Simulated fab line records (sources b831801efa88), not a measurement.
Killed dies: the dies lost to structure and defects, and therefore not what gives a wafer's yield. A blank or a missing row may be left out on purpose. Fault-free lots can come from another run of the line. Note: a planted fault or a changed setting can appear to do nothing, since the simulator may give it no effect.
Split-lot study | flow gf180mcu | 23 wafers read from 5 lots, route of 602 steps

## ON THE SPLIT
At GF_V2_CMP_04 (polishes SiO2), the setting leave-above-ref-nm was moved away from the recipe's 632.5 nm on 5 of the 23 wafers read, by -3.9% to -3.8%. All remaining wafers had this setting at the recipe value.

## FROM THE SPLIT TO THE READING: what the file shows between them, 4 steps
- GF_V2_PEB_12: peb time 90 s (also split here: peb-time-s)
- GF_V2_DEVELOP_13: develop time 60 s
- GF_V2_CD_MEAS_14: target cd 260 nm
- GF_V2_ETCH_16: etches BARC in N2/H2 (also split here: source-w)

## THE READING
V2.feature-depth-nm (the simulator's own value, which no gauge read), in nm, at GF_V2_ETCH_17 (etches SiO2 in C4F8/O2/Ar, stops on TiN, target depth 630 nm). There is no usual value for it anywhere in the file. Average 632.7 nm, standard deviation 0.74 nm, over the 18 wafers here run with the recipe.

wafer  | tool, chamber at the split | leave-above-ref-nm as run, nm | against the recipe | V2.feature-depth-nm, nm | against lot-mates on the recipe
L074.2 | cmp-01, 3                  | 632.5                         | recipe             | 633.3                   | -
L074.4 | cmp-01, 2                  | 632.5                         | recipe             | 632.2                   | -
L074.6 | cmp-01, 0                  | 632.5                         | recipe             | 633.5                   | -
L076.1 | cmp-02, 2                  | 632.5                         | recipe             | 631.7                   | -
L076.2 | cmp-02, 1                  | 608                           | -3.9%              | 608.3                   | -24.1
L076.3 | cmp-02, 3                  | 632.5                         | recipe             | 633.4                   | -
L076.5 | cmp-02, 1                  | 632.5                         | recipe             | 632.2                   | -
L076.6 | cmp-02, 2                  | 608                           | -3.9%              | 607                     | -25.4
L077.1 | cmp-01, 2                  | 632.5                         | recipe             | 632.9                   | -
L077.3 | cmp-01, 1                  | 632.5                         | recipe             | 633.5                   | -
L077.4 | cmp-01, 3                  | 632.5                         | recipe             | 632.7                   | -
L077.5 | cmp-01, 0                  | 632.5                         | recipe             | 632.8                   | -
L077.6 | cmp-01, 3                  | 632.5                         | recipe             | 633.8                   | -
L081.2 | cmp-02, 0                  | 632.5                         | recipe             | 631.2                   | -
L081.3 | cmp-02, 1                  | 632.5                         | recipe             | 632.8                   | -
L081.4 | cmp-02, 3,1                | 632.5                         | recipe             | 632.6                   | -
L081.5 | cmp-02, 3,1                | 632.5                         | recipe             | 632.6                   | -
L081.6 | cmp-02, 2                  | 632.5                         | recipe             | 632.5                   | -
L084.1 | cmp-02, 2                  | 632.5                         | recipe             | 631.5                   | -
L084.2 | cmp-02, 1                  | 608.3                         | -3.8%              | 609.4                   | -23.2
L084.3 | cmp-02, 3                  | 608.3                         | -3.8%              | 608.7                   | -23.9
L084.4 | cmp-02, 0                  | 632.5                         | recipe             | 633.8                   | -
L084.5 | cmp-02, 2                  | 608.3                         | -3.8%              | 608.5                   | -24.1
If several chambers appear in one row, that row covers several wafers at once and the file leaves open which wafer was in which chamber.

FIT RESULTS
A straight line over all 23 wafers: V2.feature-depth-nm changes by +6.33 nm for each +1% of leave-above-ref-nm; r = +1.00; the points scatter about the line by 0.76 nm.
The same after taking each lot's own level away (the mean of its wafers on the recipe; 23 wafers): +6.29 nm for each +1%; r = +1.00; scatter 0.68 nm.
That fit puts the effect of the largest move of leave-above-ref-nm on the reading at 24 nm.
From 632.34 to 633.14 nm: that is the span of the lots' own levels, equal to 1.1 times the standard deviation above.
So the lot-to-lot level changes the slope little: the two slopes agree.
Check: -24.4 nm against its lot-mates is what the line predicts for one of the wafers moved furthest among these (-3.9%) when that wafer is left out of the fit. Against them it came out at -24.1 nm.

## OTHER SPLITS APPLIED TO THESE WAFERS
Note: prior to the reading, these wafers also went through further splits. Each is held against what the fit with the lots' levels taken away leaves over:
other split on the same wafers       | wafers away from the commonest value | r with V2.feature-depth-nm (lot level and that fit taken away)
GF_V1_CMP_04 leave-above-ref-nm      | 5                                    | -0.09
GF_V1_ETCH_17 bias-w                 | 9                                    | +0.17
GF_V1_SPUTTER_22 chamber-pressure-pa | 15                                   | +0.08
GF_M2_SPUTTER_02 time-s              | 9                                    | +0.16
GF_M2_METAL_ETCH_16 bias-w           | 2                                    | +0.10
GF_V2_PEB_12 peb-time-s              | 8                                    | -0.09
GF_V2_ETCH_16 source-w               | 11                                   | -0.13

## THE WHOLE CHAIN: every reading that the file lists as answering this split, in the file's order
step          | what it does                                                 | reading                                                                   | change (the file's fit)              | r (the file's)
GF_V2_CMP_04  | polishes SiO2                                                | SiO2_of_V2_CVD_02.thk-nm (the simulator's own value, which no gauge read) | +6.31 nm for each +1% of the setting | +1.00
GF_V2_ETCH_17 | etches SiO2 in C4F8/O2/Ar, stops on TiN, target depth 630 nm | V2.feature-depth-nm (the simulator's own value, which no gauge read)      | +6.31 nm for each +1% of the setting | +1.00

## THE FILE'S OWN FIT
V2.feature-depth-nm changes by +6.31 nm for each +1% of leave-above-ref-nm, r = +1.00.
